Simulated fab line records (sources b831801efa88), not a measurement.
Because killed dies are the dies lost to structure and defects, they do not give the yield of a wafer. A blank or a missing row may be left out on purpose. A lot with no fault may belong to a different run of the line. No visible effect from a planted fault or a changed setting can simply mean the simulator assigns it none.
fab line records	flow sfq_line
record lots=5	wafers=15	last_day=91
route steps=325 shown M7@288 I7@296 M8@311
lots that met no fault: from a run of the same line without faults
start_h: start of the lot's first displayed wafer, in hours after the record's first day	wait_h: time in hours since the lot's previous step	" unchanged from the row above	L1.1+2: one row covering several wafers at once	- no value, or no start given	* or withheld: withheld	< > ~ a bound
route shown NAME@n: NAME is a module with steps in the file, n the number in the route of the first one	usual: mean and standard deviation over wafers with no fault	same: alike in all rows	chamber/n: place in a boat	sites: the reading at each site	_std_site: the values' standard deviation	_edge_site: inner sites' mean taken away from outer sites' mean	radius_mm: for every site, how far away it sits from the centre of the wafer	mask NAME#n: copy n	behind: the last tool/chamber to shape the wafer	hold: cause of the lot's hold/its duration in hours/its outcome	device: transistor that didn't switch, given as n, p or np	end of line: at the end of the route, the tests of the same wafers	for a step that has no rows: nothing shown but its recipe	killed: dies that structure and defects cost at the first sort, which is not the same as the wafer's yield	map: a wafer's dies, x killed, . not, _ none there
set.NAME: the setting the step ran with; set.NAME@STEP: the setting that earlier step ran with	model.NAME: the simulator's own value behind a step, which no gauge read
lots at selected steps of the route; one table per step, one row per wafer
services: when a tool's chamber went out of use (start_h, in hours from the record's first day, below 0 if earlier), for how many hours, and the reason
## steps
# step SFQ_TRILAYER_M7_LITHO_EXPOSE_178
# recipe mask_id=M7	na=0.6	source_shape=conventional	sigma_outer=0.65	target_cd_nm=500	dose_mj=14.4
lot.wafer	tool	chamber	start_h	wait_h	mask
L075.3+4+6	krf_scanner-01	0	1826.37	-	M7#0
L079.1+3+6	krf_scanner-01	0	1922.70	-	M7#0
L085.2+5+6	krf_scanner-02	0	2079.35	-	M7#0
L087.1+2+5	krf_scanner-01	0	2084.40	-	M7#0
L089.2+4+6	krf_scanner-01	0	2091.80	-	M7#0
# step SFQ_TRILAYER_M7_LITHO_PEB_180
# recipe peb_temp_c=115	peb_time_s=60	resist=KrF
lot.wafer	tool	chamber	start_h	wait_h
L075.3+4+6	litho_track-04	0	1827.22	0.7
L079.1+3+6	litho_track-01	0	1923.90	1.0
L085.2+5+6	litho_track-02	0	2080.38	0.8
L087.1+2+5	litho_track-04	0	2085.60	1.0
L089.2+4+6	litho_track-04	0	2092.82	0.8
# step SFQ_TRILAYER_M7_LITHO_DEVELOP_179
# recipe time_s=60	resist=KrF
lot.wafer	tool	chamber	start_h	wait_h
L075.3+4+6	litho_track-04	0	1827.37	0.1
L079.1+3+6	litho_track-01	0	1924.05	0.1
L085.2+5+6	litho_track-02	0	2080.53	0.1
L087.1+2+5	litho_track-04	0	2085.75	0.1
L089.2+4+6	litho_track-04	0	2092.97	0.1
# step SFQ_M7_OVL_MEAS_945
# usual M7_OVL=-1/5.1
lot.wafer	tool	chamber	start_h	wait_h	M7_OVL[nm]
L075.3	overlay-02	-	1827.48	0.1	0
L075.4	"	-	"	"	0
L075.6	"	-	"	"	3
L079.1	overlay-01	-	1924.20	0.1	3
L079.3	"	-	"	"	-4
L079.6	"	-	"	"	6
L085.2	overlay-02	-	2080.66	0.1	-4
L085.5	"	-	"	"	2
L085.6	"	-	"	"	2
L087.1	overlay-01	-	2085.90	0.1	0
L087.2	"	-	"	"	0
L087.5	"	-	"	"	1
L089.2	overlay-01	-	2093.10	0.1	6
L089.4	"	-	"	"	1
L089.6	"	-	"	"	1
# step SFQ_TRILAYER_M7_BARC_OPEN_METAL_ETCH_229
# recipe mask_material=PR	chemistry=O2	target_depth_nm=125	target=BARC	icp_w=600	bias_w=80	pressure_mtorr=10	time_s=41.7
# usual drypump_motor_current_A=5.7/0.39	oes_product_au=0.685/0.0049
lot.wafer	tool	chamber	start_h	wait_h	drypump_motor_current_A	oes_product_au	rf_hours_counter_h
L075.3	rie_metal-02	0	1827.53	0.0	5.5	0.689	-
L075.4	"	1	"	"	6.3	0.679	-
L075.6	"	0	"	"	5.5	0.683	-
L079.1	rie_metal-02	0	1924.24	0.0	5.6	0.692	33
L079.3	"	0	"	"	5.6	0.683	-
L079.6	"	0	"	"	5.5	0.685	-
L085.2	rie_metal-04	1	2080.69	0.0	5.5	0.692	36
L085.5	"	1	"	"	5.5	0.689	-
L085.6	"	0	"	"	5.4	0.682	-
L087.1	rie_metal-01	0	2085.93	0.0	5.3	0.691	107
L087.2	"	0	"	"	5.3	0.684	-
L087.5	"	0	"	"	5.3	0.678	-
L089.2	rie_metal-04	0	2093.13	0.0	5.4	0.687	81
L089.4	"	1	"	"	5.5	0.692	-
L089.6	"	0	"	"	5.4	0.685	-
# step SFQ_TRILAYER_M7_ETCH_METAL_ETCH_180
# recipe target=Nb	stop_on=SiO2	mask_material=PR	chemistry=Cl2/Ar	target_depth_nm=240	icp_w=600	bias_w=80	pressure_mtorr=10	time_s=120
# usual drypump_motor_current_A=5.7/0.39	oes_product_au=0.897/0.0077
lot.wafer	tool	chamber	start_h	wait_h	drypump_motor_current_A	oes_product_au	rf_hours_counter_h
L075.3	rie_metal-02	0	1827.61	0.1	5.5	0.899	-
L075.4	"	1	"	"	6.3	0.895	-
L075.6	"	0	"	"	5.5	0.893	-
L079.1	rie_metal-02	0	1924.30	0.0	5.5	0.886	33
L079.3	"	0	"	"	5.6	0.891	-
L079.6	"	0	"	"	5.5	0.894	-
L085.2	rie_metal-04	1	2080.75	0.0	5.5	0.890	36
L085.5	"	1	"	"	5.5	0.900	-
L085.6	"	0	"	"	5.4	0.896	-
L087.1	rie_metal-01	0	2086.05	0.1	5.3	0.891	107
L087.2	"	0	"	"	5.3	0.900	-
L087.5	"	0	"	"	5.2	0.895	-
L089.2	rie_metal-04	0	2093.19	0.0	5.4	0.897	81
L089.4	"	1	"	"	5.5	0.893	-
L089.6	"	0	"	"	5.4	0.900	-
# step SFQ_TRILAYER_M7_STRIP_STRIP_181
# recipe gas=O2	power_w=200	platen_temp_c=40	overash_fraction=0.65	chemistry=O2	pressure_mtorr=50
# usual drypump_motor_current_A=5.7/0.39	oes_product_au=0.997/0.011
lot.wafer	tool	chamber	start_h	wait_h	drypump_motor_current_A	oes_product_au	rf_hours_counter_h
L075.3	rie_metal-02	0	1827.89	0.2	5.5	0.998	-
L075.4	"	1	"	"	6.3	1.001	-
L075.6	"	0	"	"	5.5	0.990	-
L079.1	rie_metal-02	0	1924.42	0.1	5.5	0.997	33
L079.3	"	0	"	"	5.5	0.995	-
L079.6	"	0	"	"	5.5	1.014	-
L085.2	rie_metal-04	1	2080.87	0.1	5.5	1.012	36
L085.5	"	1	"	"	5.5	1.001	-
L085.6	"	0	"	"	5.4	0.994	-
L087.1	rie_metal-01	0	2086.30	0.2	5.3	0.983	108
L087.2	"	0	"	"	5.3	0.988	-
L087.5	"	0	"	"	5.3	0.986	-
L089.2	rie_metal-04	0	2093.32	0.1	5.4	1.008	81
L089.4	"	1	"	"	5.5	1.003	-
L089.6	"	0	"	"	5.4	1.002	-
# step SFQ_TRILAYER_M7_STRIP_SOLV_CLEAN_182
# recipe chemistry=NMP	temp_c=70	time_s=600
lot.wafer	tool	chamber	start_h	wait_h
L075.3+4+6	wet_bench-04	3,4,2	1828.29	0.2
L079.1+3+6	wet_bench-04	7,1,0	1925.02	0.4
L085.2+5+6	wet_bench-02	4,7,5	2081.47	0.4
L087.1+2+5	wet_bench-04	5,2,3	2087.50	1.0
L089.2+4+6	wet_bench-02	7,0,3	2093.92	0.4
# step SFQ_TRILAYER_I7_DEP_PECVD_183
# recipe material=SiO2	temp_c=150	time_s=111.11	pressure_torr=2.4	rf_w=183.3	precursor=SiH4/N2O	target_thk_nm=500
# usual heater_power_outer_w=26/5.4	heater_power_w=74/10	throttle_valve_pct=24.3/1.5
lot.wafer	tool	chamber	start_h	wait_h	heater_power_outer_w	heater_power_w	throttle_valve_pct
L075.3	pecvd-02	0	1828.64	0.0	37	87	23.4
L075.4	"	0	"	"	25	71	23.2
L075.6	"	1	"	"	24	64	23.0
L079.1	pecvd-02	1	1925.25	0.0	18	56	22.9
L079.3	"	2	"	"	21	64	23.3
L079.6	"	2	"	"	23	66	23.1
L085.2	pecvd-01	2	2081.82	0.0	18	79	26.3
L085.5	"	2	"	"	21	81	26.6
L085.6	"	0	"	"	30	82	25.4
L087.1	pecvd-01	2	2087.68	0.0	21	79	26.8
L087.2	"	0	"	"	30	83	25.6
L087.5	"	1	"	"	19	63	25.2
L089.2	pecvd-01	2	2094.09	0.0	17	76	26.7
L089.4	"	2	"	"	20	80	26.7
L089.6	"	1	"	"	29	75	25.1
# step SFQ_TRILAYER_I7_CMP_CMP_184
# recipe material=SiO2	down_force_psi=3	platen_rpm=60	pad_velocity_m_s=0.94248
# usual motor_current_A=10.3/0.72	slurry_flow_ml_min=150.1/0.48	time_to_endpoint_s=213/6.5
lot.wafer	tool	chamber	start_h	wait_h	motor_current_A	slurry_flow_ml_min	time_to_endpoint_s
L075.3	cmp-02	2	1828.72	0.0	9.6	149.6	205
L075.4	"	1	1830.22	1.5	9.5	149.9	205
L075.6	"	3	1831.22	2.5	10.4	149.9	218
L079.3	cmp-01	1	1926.61	1.3	10.4	150.2	212
L079.1	"	3	1927.61	2.3	10.1	149.6	210
L079.6	"	2	1929.11	3.7	11.7	149.7	224
L085.2	cmp-02	1	2081.90	0.0	9.3	150.0	213
L085.6	"	1	2083.90	2.0	9.3	149.9	202
L085.5	"	2	"	"	9.6	149.8	214
L087.2	cmp-01	0	2088.76	1.0	10.1	150.0	210
L087.1	"	1	"	"	10.0	150.3	208
L087.5	"	2	"	"	12.0	149.6	223
L089.4	cmp-01	1	2094.67	0.5	9.9	149.7	219
L089.2	"	2	"	"	12.1	150.2	216
L089.6	"	0	2096.17	2.0	10.3	150.0	214
# step SFQ_I7_BOW_MEAS_946
# recipe mode=bow
# usual I7_BOW=7/7.8
lot.wafer	tool	chamber	start_h	wait_h	I7_BOW[um]
L075.3	film_metro-04	-	1831.76	2.5	1
L075.4	"	-	"	"	3
L075.6	"	-	"	"	6
L079.1	film_metro-04	-	1929.61	1.5	14
L079.3	"	-	"	"	16
L079.6	"	-	"	"	5
L085.2	film_metro-03	-	2084.92	2.5	-2
L085.5	"	-	"	"	-4
L085.6	"	-	"	"	5
L087.1	film_metro-03	-	2090.76	1.0	16
L087.2	"	-	"	"	10
L087.5	"	-	"	"	11
L089.2	film_metro-03	-	2097.19	1.5	9
L089.4	"	-	"	"	-9
L089.6	"	-	"	"	-1
# step SFQ_TRILAYER_I7_METRO_MEASURE_185
# usual thk_nm=199.5/1.1
lot.wafer	tool	chamber	start_h	wait_h	thk_nm
L075.3	film_metro-04	-	1832.24	0.5	198.8
L075.4	"	-	"	"	197.5
L075.6	"	-	"	"	198.6
L079.1	film_metro-04	-	1929.73	0.1	199.7
L079.3	"	-	"	"	199.5
L079.6	"	-	"	"	198.7
L085.2	film_metro-03	-	2085.22	0.3	199.0
L085.5	"	-	"	"	198.3
L085.6	"	-	"	"	198.4
L087.1	film_metro-03	-	2090.88	0.1	200.3
L087.2	"	-	"	"	199.4
L087.5	"	-	"	"	200.3
L089.2	film_metro-03	-	2097.49	0.3	200.6
L089.4	"	-	"	"	201.6
L089.6	"	-	"	"	200.1
# step SFQ_TRILAYER_I7_VIA_LITHO_COAT_192
# recipe resist=BARC	spin_rpm=3000	resist_thk_nm=62
# usual dispense_pressure_kPa=51/3.2
lot.wafer	tool	chamber	start_h	wait_h	dispense_pressure_kPa
L075.3	litho_track-01	0	1833.14	0.7	49
L075.4	"	0	"	"	49
L075.6	"	0	"	"	49
L079.1	litho_track-02	0	1930.93	1.0	49
L079.3	"	0	"	"	49
L079.6	"	0	"	"	49
L085.2	litho_track-03	0	2086.27	0.8	56
L085.5	"	0	"	"	56
L085.6	"	0	"	"	56
L087.1	litho_track-02	0	2092.08	1.0	49
L087.2	"	0	"	"	49
L087.5	"	0	"	"	49
L089.2	litho_track-01	0	2098.54	0.8	49
L089.4	"	0	"	"	49
L089.6	"	0	"	"	49
# step SFQ_TRILAYER_I7_VIA_LITHO_COAT_187
# recipe resist=KrF	spin_rpm=3000	resist_thk_nm=650
# usual dispense_pressure_kPa=51/3.2
lot.wafer	tool	chamber	start_h	wait_h	dispense_pressure_kPa
L075.3	litho_track-01	0	1833.44	0.2	49
L075.4	"	0	"	"	49
L075.6	"	0	"	"	49
L079.1	litho_track-02	0	1931.23	0.2	49
L079.3	"	0	"	"	49
L079.6	"	0	"	"	49
L085.2	litho_track-03	0	2086.57	0.2	56
L085.5	"	0	"	"	56
L085.6	"	0	"	"	56
L087.1	litho_track-02	0	2092.38	0.2	49
L087.2	"	0	"	"	49
L087.5	"	0	"	"	49
L089.2	litho_track-01	0	2098.84	0.2	49
L089.4	"	0	"	"	49
L089.6	"	0	"	"	49
# step SFQ_TRILAYER_I7_VIA_LITHO_SOFTBAKE_191
# recipe temp_c=withheld	time_s=withheld	resist=KrF
lot.wafer	tool	chamber	start_h	wait_h
L075.3+4+6	litho_track-01	0	1833.69	0.2
L079.1+3+6	litho_track-02	0	1931.53	0.2
L085.2+5+6	litho_track-03	0	2086.84	0.2
L087.1+2+5	litho_track-02	0	2092.68	0.2
L089.2+4+6	litho_track-01	0	2099.12	0.2
# step SFQ_TRILAYER_I7_VIA_LITHO_EXPOSE_188
# recipe mask_id=I7	na=0.6	source_shape=conventional	sigma_outer=0.65	target_cd_nm=1000	dose_mj=21.3
lot.wafer	tool	chamber	start_h	wait_h	mask
L075.3+4+6	krf_scanner-02	0	1839.56	-	I7#0
L079.1+3+6	krf_scanner-02	0	1939.63	-	I7#0
L085.2+5+6	krf_scanner-01	0	2173.40	-	I7#0
L087.1+2+5	krf_scanner-02	0	2181.72	-	I7#0
L089.2+4+6	krf_scanner-02	0	2187.92	-	I7#0
# step SFQ_TRILAYER_I7_VIA_LITHO_PEB_190
# recipe peb_temp_c=115	peb_time_s=60	resist=KrF
lot.wafer	tool	chamber	start_h	wait_h
L075.3+4+6	litho_track-02	0	1840.41	0.7
L079.1+3+6	litho_track-03	0	1940.83	1.0
L085.2+5+6	litho_track-01	0	2174.42	0.8
L087.1+2+5	litho_track-01	0	2182.92	1.0
L089.2+4+6	litho_track-01	0	2188.95	0.8
# step SFQ_TRILAYER_I7_VIA_LITHO_DEVELOP_189
# recipe time_s=60	resist=KrF
lot.wafer	tool	chamber	start_h	wait_h
L075.3+4+6	litho_track-02	0	1840.56	0.1
L079.1+3+6	litho_track-03	0	1940.98	0.1
L085.2+5+6	litho_track-01	0	2174.57	0.1
L087.1+2+5	litho_track-01	0	2183.07	0.1
L089.2+4+6	litho_track-01	0	2189.10	0.1
# step SFQ_I7_OVL_MEAS_947
# usual I7_OVL=-2/5.5
lot.wafer	tool	chamber	start_h	wait_h	I7_OVL[nm]
L075.3	overlay-01	-	1840.67	0.1	-1
L075.4	"	-	"	"	6
L075.6	"	-	"	"	2
L079.1	overlay-02	-	1941.13	0.1	-4
L079.3	"	-	"	"	0
L079.6	"	-	"	"	-3
L085.2	overlay-02	-	2174.70	0.1	2
L085.5	"	-	"	"	5
L085.6	"	-	"	"	5
L087.1	overlay-02	-	2183.22	0.1	-8
L087.2	"	-	"	"	-1
L087.5	"	-	"	"	-8
L089.2	overlay-02	-	2189.23	0.1	-10
L089.4	"	-	"	"	-9
L089.6	"	-	"	"	-11
# step SFQ_TRILAYER_I7_VIA_BARC_OPEN_VIA_ETCH_260
# recipe mask_material=PR	chemistry=O2	target_depth_nm=125	target=BARC	source_w=500	bias_w=80	pressure_mtorr=30	time_s=41.7
# usual drypump_motor_current_A=5.7/0.34	oes_product_au=0.685/0.0047
lot.wafer	tool	chamber	start_h	wait_h	drypump_motor_current_A	oes_product_au	rf_hours_counter_h
L075.3	rie_diel-02	1	1840.69	0.0	5.3	0.680	16
L075.4	"	0	"	"	5.9	0.686	11
L075.6	"	1	"	"	5.4	0.680	-
L079.1	rie_diel-04	3	1941.17	0.0	5.7	0.681	5
L079.3	"	1	"	"	5.2	0.688	5
L079.6	"	0	"	"	5.8	0.683	-
L085.2	rie_diel-02	2	2174.73	0.0	5.9	0.677	9
L085.5	"	0	"	"	5.8	0.682	-
L085.6	"	1	"	"	5.4	0.684	-
L087.1	rie_diel-01	0	2183.26	0.0	5.9	0.683	14
L087.2	"	2	"	"	5.7	0.676	12
L087.5	"	2	"	"	5.7	0.688	-
L089.2	rie_diel-04	3	2189.26	0.0	5.6	0.690	7
L089.4	"	0	"	"	5.8	0.692	6
L089.6	"	2	"	"	5.5	0.689	-
# step SFQ_TRILAYER_I7_VIA_ETCH_VIA_ETCH_190
# recipe target=SiO2	stop_on=Nb	mask_material=PR	taper_deg=20	chemistry=CHF3	target_depth_nm=260	source_w=500	bias_w=80	pressure_mtorr=30	time_s=withheld
# usual drypump_motor_current_A=5.7/0.34	oes_product_au=0.853/0.0051
lot.wafer	tool	chamber	start_h	wait_h	drypump_motor_current_A	oes_product_au
L075.3	rie_diel-02	1	1840.73	0.0	5.3	0.856
L075.4	"	0	"	"	5.8	0.845
L075.6	"	1	"	"	5.3	0.860
L079.1	rie_diel-04	3	1941.21	0.0	5.7	0.857
L079.3	"	1	"	"	5.2	0.857
L079.6	"	0	"	"	5.8	0.848
L085.2	rie_diel-02	2	2174.77	0.0	6.0	0.854
L085.5	"	0	"	"	5.8	0.845
L085.6	"	1	"	"	5.3	0.850
L087.1	rie_diel-01	0	2183.30	0.0	5.9	0.850
L087.2	"	2	"	"	5.7	0.854
L087.5	"	2	"	"	5.7	0.855
L089.2	rie_diel-04	3	2189.30	0.0	5.6	0.854
L089.4	"	0	"	"	5.9	0.861
L089.6	"	2	"	"	5.4	0.846
# step SFQ_TRILAYER_I7_VIA_STRIP_STRIP_191
# recipe gas=O2	power_w=200	platen_temp_c=40	overash_fraction=0.65	chemistry=O2	pressure_mtorr=50
# usual drypump_motor_current_A=5.48/0.29	oes_product_au=0.999/0.011
lot.wafer	tool	chamber	start_h	wait_h	drypump_motor_current_A	oes_product_au	rf_hours_counter_h
L075.3	rie_metal-04	0	1841.25	-	5.41	1.013	-
L075.4	"	0	"	"	5.41	1.006	-
L075.6	"	0	"	"	5.42	1.010	-
L079.1	rie_metal-03	1	1941.32	-	5.14	0.994	130
L079.3	"	0	"	"	5.94	1.004	-
L079.6	"	0	"	"	5.94	1.001	-
L085.2	rie_metal-03	1	2174.89	-	5.19	0.997	15
L085.5	"	0	"	"	5.94	1.005	-
L085.6	"	1	"	"	5.16	0.997	-
L087.1	rie_metal-03	1	2183.41	-	5.13	0.994	16
L087.2	"	0	"	"	5.94	1.000	31
L087.5	"	1	"	"	5.15	1.002	-
L089.2	rie_metal-01	0	2189.61	-	5.27	0.987	-
L089.4	"	0	"	"	5.28	0.973	-
L089.6	"	0	"	"	5.26	0.991	-
# step SFQ_TRILAYER_I7_VIA_STRIP_SOLV_CLEAN_192
# recipe chemistry=NMP	temp_c=70	time_s=600
lot.wafer	tool	chamber	start_h	wait_h
L075.3+4+6	wet_bench-02	5,4,1	1842.05	0.6
L079.1+3+6	wet_bench-02	0,5,6	1941.92	0.4
L085.2+5+6	wet_bench-01	1,0,2	2175.49	0.4
L087.1+2+5	wet_bench-01	7,6,2	2184.01	0.4
L089.2+4+6	wet_bench-04	7,6,5	2190.61	0.8
# step SFQ_TRILAYER_M8_LITHO_LOR_COAT_197
# recipe resist=lift-off	spin_rpm=3000
lot.wafer	tool	chamber	start_h	wait_h
L075.3+4+6	litho_track-03	0	1842.32	0.1
L079.1+3+6	litho_track-04	0	1942.11	0.0
L085.2+5+6	litho_track-04	0	2175.71	0.1
L087.1+2+5	litho_track-01	0	2184.42	0.2
L089.2+4+6	litho_track-03	0	2190.84	0.1
# step SFQ_TRILAYER_M8_LITHO_LOR_BAKE_198
# recipe resist=lift-off	temp_c=withheld	time_s=withheld
lot.wafer	tool	chamber	start_h	wait_h
L075.3+4+6	litho_track-03	0	1842.70	0.3
L079.1+3+6	litho_track-04	0	1942.41	0.2
L085.2+5+6	litho_track-04	0	2176.05	0.3
L087.1+2+5	litho_track-01	0	2184.72	0.2
L089.2+4+6	litho_track-03	0	2191.18	0.3
# step SFQ_TRILAYER_M8_LITHO_COAT_193
# recipe resist=KrF	spin_rpm=3000	resist_thk_nm=600
# usual dispense_pressure_kPa=52/3
lot.wafer	tool	chamber	start_h	wait_h	dispense_pressure_kPa
L075.3	litho_track-03	0	-	-	56
L075.4	"	0	"	"	56
L075.6	"	0	"	"	56
L079.1	litho_track-04	0	-	-	50
L079.3	"	0	"	"	50
L079.6	"	0	"	"	50
L085.2	litho_track-04	0	-	-	50
L085.5	"	0	"	"	50
L085.6	"	0	"	"	50
L087.1	litho_track-01	0	-	-	49
L087.2	"	0	"	"	49
L087.5	"	0	"	"	49
L089.2	litho_track-03	0	-	-	56
L089.4	"	0	"	"	56
L089.6	"	0	"	"	56
# step SFQ_TRILAYER_M8_LITHO_SOFTBAKE_199
# recipe temp_c=withheld	time_s=withheld	resist=KrF
lot.wafer	tool	chamber	start_h	wait_h
L075.3+4+6	litho_track-03	0	-	-
L079.1+3+6	litho_track-04	0	-	-
L085.2+5+6	litho_track-04	0	-	-
L087.1+2+5	litho_track-01	0	-	-
L089.2+4+6	litho_track-03	0	-	-
# step SFQ_TRILAYER_M8_LITHO_EXPOSE_194
# recipe mask_id=M8	na=0.6	source_shape=conventional	sigma_outer=0.65	target_cd_nm=2000	dose_mj=14.4
lot.wafer	tool	chamber	start_h	wait_h	mask
L075.3+4+6	krf_scanner-02	0	1845.68	-	M8#0
L079.1+3+6	krf_scanner-02	0	-	-	M8#0
L085.2+5+6	krf_scanner-02	0	2177.16	-	M8#0
L087.1+2+5	krf_scanner-01	0	2185.82	-	M8#0
L089.2+4+6	krf_scanner-01	0	2193.17	-	M8#0
# step SFQ_TRILAYER_M8_LITHO_PEB_196
# recipe peb_temp_c=115	peb_time_s=60	resist=KrF
lot.wafer	tool	chamber	start_h	wait_h
L075.3+4+6	litho_track-04	0	1846.53	0.7
L079.1+3+6	litho_track-03	0	-	-
L085.2+5+6	litho_track-03	0	2178.19	0.8
L087.1+2+5	litho_track-03	0	2187.02	1.0
L089.2+4+6	litho_track-03	0	2194.19	0.8
# step SFQ_TRILAYER_M8_LITHO_DEVELOP_195
# recipe img_clear_s=15	time_s=55	resist=KrF
lot.wafer	tool	chamber	start_h	wait_h
L075.3+4+6	litho_track-04	0	1846.68	0.1
L079.1+3+6	litho_track-03	0	1945.90	0.1
L085.2+5+6	litho_track-03	0	2178.34	0.1
L087.1+2+5	litho_track-03	0	2187.17	0.1
L089.2+4+6	litho_track-03	0	2194.34	0.1
# step SFQ_M8_OVL_MEAS_948
# usual M8_OVL=-1/6.4
lot.wafer	tool	chamber	start_h	wait_h	M8_OVL[nm]
L075.3	overlay-01	-	1846.79	0.1	14
L075.4	"	-	"	"	5
L075.6	"	-	"	"	1
L079.1	overlay-02	-	1946.04	0.1	10
L079.3	"	-	"	"	9
L079.6	"	-	"	"	10
L085.2	overlay-02	-	2178.46	0.1	-4
L085.5	"	-	"	"	-7
L085.6	"	-	"	"	-4
L087.1	overlay-02	-	2187.31	0.1	2
L087.2	"	-	"	"	6
L087.5	"	-	"	"	2
L089.2	overlay-02	-	2194.47	0.1	-6
L089.4	"	-	"	"	-3
L089.6	"	-	"	"	-9
# step SFQ_TRILAYER_M8_DEP_EVAP_197
# recipe material=Ti	angular_spread_deg=1	target_thk_nm=20	time_s=100	power_w=2000
lot.wafer	tool	chamber	start_h	wait_h
L075.3+4+6	pvd_sputter-01	-	1846.81	0.0
L079.1+3+6	pvd_sputter-01	-	1946.08	0.0
L085.2+5+6	pvd_sputter-01	-	2178.49	0.0
L087.1+2+5	pvd_sputter-01	-	2187.35	0.0
L089.2+4+6	pvd_sputter-01	-	2194.50	0.0
# step SFQ_TRILAYER_M8_DEP_EVAP_198
# recipe material=Pt	angular_spread_deg=1	target_thk_nm=50	time_s=250	power_w=2000
lot.wafer	tool	chamber	start_h	wait_h
L075.3+4+6	pvd_sputter-01	-	1846.88	0.0
L079.1+3+6	pvd_sputter-01	-	1946.15	0.0
L085.2+5+6	pvd_sputter-01	-	2178.56	0.0
L087.1+2+5	pvd_sputter-01	-	2187.42	0.0
L089.2+4+6	pvd_sputter-01	-	2194.57	0.0
# step SFQ_TRILAYER_M8_DEP_EVAP_196
# recipe material=Au	angular_spread_deg=1	target_thk_nm=180	time_s=900	power_w=2000
lot.wafer	tool	chamber	start_h	wait_h
L075.3+4+6	pvd_sputter-01	-	1847.04	0.1
L079.1+3+6	pvd_sputter-01	-	1946.31	0.1
L085.2+5+6	pvd_sputter-01	-	2178.72	0.1
L087.1+2+5	pvd_sputter-01	-	2187.57	0.1
L089.2+4+6	pvd_sputter-01	-	2194.72	0.1
# step SFQ_M8_RS_MEAS_949
# recipe thk_meas_gauge=four-point-probe	reads=Au_of_TRILAYER_M8_DEP_EVAP_196+Pt_of_TRILAYER_M8_DEP_EVAP_198+Ti_of_TRILAYER_M8_DEP_EVAP_197
# usual M8_AU_RS=0.1543/0.002
lot.wafer	tool	chamber	start_h	wait_h	M8_AU_RS[ohm/sq]
L075.3	film_metro-02	-	1847.59	0.3	0.1551
L075.4	"	-	"	"	0.1556
L075.6	"	-	"	"	0.1562
L079.1	film_metro-01	-	1946.82	0.3	0.1526
L079.3	"	-	"	"	0.1502
L079.6	"	-	"	"	0.1502
L085.2	film_metro-02	-	2179.25	0.3	0.1528
L085.5	"	-	"	"	0.1548
L085.6	"	-	"	"	0.1515
L087.1	film_metro-01	-	2188.09	0.3	0.1568
L087.2	"	-	"	"	0.1549
L087.5	"	-	"	"	0.1556
L089.2	film_metro-02	-	2195.26	0.3	0.1592
L089.4	"	-	"	"	0.1534
L089.6	"	-	"	"	0.1568
# step SFQ_M8_THK_MEAS_950
# recipe thk_meas_gauge=xrf	reads=Au_of_TRILAYER_M8_DEP_EVAP_196
# usual M8_AU_THK=179.2/2.5
lot.wafer	tool	chamber	start_h	wait_h	M8_AU_THK[nm]
L075.3	film_metro-02	-	1847.69	0.1	180.0
L075.4	"	-	"	"	179.6
L075.6	"	-	"	"	178.7
L079.1	film_metro-01	-	1946.94	0.1	180.6
L079.3	"	-	"	"	184.5
L079.6	"	-	"	"	183.8
L085.2	film_metro-02	-	2179.36	0.1	181.0
L085.5	"	-	"	"	178.0
L085.6	"	-	"	"	183.9
L087.1	film_metro-01	-	2188.21	0.1	174.4
L087.2	"	-	"	"	177.2
L087.5	"	-	"	"	176.3
L089.2	film_metro-02	-	2195.37	0.1	174.9
L089.4	"	-	"	"	181.5
L089.6	"	-	"	"	177.5
# step SFQ_TRILAYER_M8_LIFTOFF_LIFTOFF_197
# recipe temp_c=80	time_s=600	chemistry=NMP
lot.wafer	tool	chamber	start_h	wait_h
L075.3+4+6	wet_bench-03	3,0,7	1847.73	0.0
L079.1+3+6	wet_bench-03	2,3,1	1947.00	0.1
L085.2+5+6	wet_bench-01	6,7,4	2179.41	0.0
L087.1+2+5	wet_bench-02	5,6,3	2188.27	0.1
L089.2+4+6	wet_bench-03	7,5,2	2195.42	0.0
# step SFQ_M8_BOW_MEAS_951
# recipe mode=bow
# usual M8_BOW=8/8.1
lot.wafer	tool	chamber	start_h	wait_h	M8_BOW[um]
L075.3	film_metro-02	-	1847.95	0.0	3
L075.4	"	-	"	"	3
L075.6	"	-	"	"	6
L079.1	film_metro-02	-	1947.18	0.0	14
L079.3	"	-	"	"	16
L079.6	"	-	"	"	7
L085.2	film_metro-04	-	2179.61	0.0	1
L085.5	"	-	"	"	-4
L085.6	"	-	"	"	6
L087.1	film_metro-04	-	2188.62	0.0	17
L087.2	"	-	"	"	12
L087.5	"	-	"	"	12
L089.2	film_metro-04	-	2195.79	0.0	11
L089.4	"	-	"	"	-6
L089.6	"	-	"	"	-1
## services
tool	chamber	start_h	hours	kind
krf_scanner-01	-	1816.10	0.7	repair
krf_scanner-02	-	1821.05	7.5	repair
krf_scanner-02	-	1833.36	1.0	pm
krf_scanner-01	-	1841.57	0.8	pm
rie_metal-04	-	1843.62	1.9	repair
krf_scanner-01	-	1851.92	1.3	pm
rie_metal-04	-	1862.44	2.8	pm
krf_scanner-01	-	1878.55	1.0	pm
krf_scanner-01	-	1911.95	3.6	pm
pvd_sputter-01	-	1930.20	2.7	repair
krf_scanner-01	-	1939.27	0.3	repair
krf_scanner-02	-	1946.83	1.3	pm
krf_scanner-01	-	1958.78	4.0	pm
krf_scanner-01	-	1965.75	0.2	repair
pvd_sputter-01	-	1997.63	3.3	repair
krf_scanner-02	-	2002.10	1.0	pm
pvd_sputter-01	-	2002.29	0.6	repair
krf_scanner-01	-	2010.63	0.8	pm
krf_scanner-02	-	2083.95	11.6	pm
pvd_sputter-01	-	2094.96	81.4	repair
krf_scanner-02	-	2095.50	0.8	pm
krf_scanner-02	-	2101.02	0.8	pm
krf_scanner-02	-	2122.11	1.3	pm
krf_scanner-02	-	2170.66	1.0	pm
## key
fault none
